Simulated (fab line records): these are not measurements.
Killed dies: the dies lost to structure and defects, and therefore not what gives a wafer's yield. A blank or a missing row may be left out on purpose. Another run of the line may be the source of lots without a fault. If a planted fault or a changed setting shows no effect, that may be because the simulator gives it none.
Problem report in the 8D (eight disciplines) form, filled by code -- flow sky130 -- the parts of the form that need people (team, actions taken, sign-off) are left out

1. THE ISSUE
Wafers without a fault read 80.00 W, standard deviation 0.24; bias_w at SKY_POLY_GATE_ETCH_16 reads a mean of 77.38 W on 6 wafers belonging to 2 lots. Relative to the usual mean, that is a shift of -11 standard deviations.
The step: etches Si3N4 in CH3F/O2, stops on poly-Si, time 147.5 s, target depth 75 nm.
Seen first at day 21 12:37 on rie_diel-01, wafer L618.2. Wafers with a number at this step in the record: 36, from 12 lots. Rule for "out", or "out of limits": more than 4 standard deviations from the usual mean. The rest of the wafers with a number are treated as sound.

2. WHAT IT IS AND WHAT IT IS NOT
question,is,is not
which readings at this step,bias_w,"drypump_motor_current_A, oes_product_au"
which lots,"L618, L621","L605, L606, L607, L608, L609, L610, L612, L625, L627, L628"
which wafers of those lots,all that have a number,-
read on which tools,rie_diel-01,"rie_diel-02, rie_diel-04"
when,from day 21 12:37,"up to then (21 sound wafers); but 9 sound wafers of L625, L627, L628 came after"

3. THE SUSPECTS, EACH WITH WHAT RULES IT OUT
Counting: a tool at a process step up to the reading stays a suspect if it ran every lot that is out and no sound lot after the first of them.
- rie_diel-01 at SKY_POLY_GATE_ETCH_16 (etches Si3N4 in CH3F/O2, stops on poly-Si, time 147.5 s, target depth 75 nm): kept. It ran every lot that is out, first L618 (day 21 12:37), and no sound lot after that; its last sound lot up to then is L612 (day 19 06:49). Its own readings are out on those wafers: bias_w.
After counting, what remains is rie_diel-01 at SKY_POLY_GATE_ETCH_16.

4. THE CAUSE (what the simulator had put in)
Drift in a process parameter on rie_diel-01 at SKY_POLY_GATE_ETCH_16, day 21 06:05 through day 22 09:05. From 80, the setting bias_w moved by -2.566. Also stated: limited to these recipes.
Only this tool survived the counting.

5. SEQUENCE OF EFFECTS, ordered by route
Each row: a reading whose mean over the struck wafers that have a number lies more than 3 standard deviations from the usual. Only readings for which the record gives a usual standard deviation are gone through. hours: the time from each lot's start at the first step in this table that gives one to its start at this step, as a median over the lots. sigmas: the change in usual standard deviations.
hours,step,reading,usual,on struck wafers,change,sigmas
0,SKY_POLY_GATE_ETCH_16,bias_w,80.00 W,77.38,-2.62,-11
Here are the process steps it includes:
- SKY_POLY_GATE_ETCH_16: etches Si3N4 in CH3F/O2, stops on poly-Si, time 147.5 s, target depth 75 nm.

6. WHAT WOULD HAVE CAUGHT IT SOONER
In this record no reading fell out of limits until day 21 12:37, 7 hours after the fault had begun at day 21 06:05.
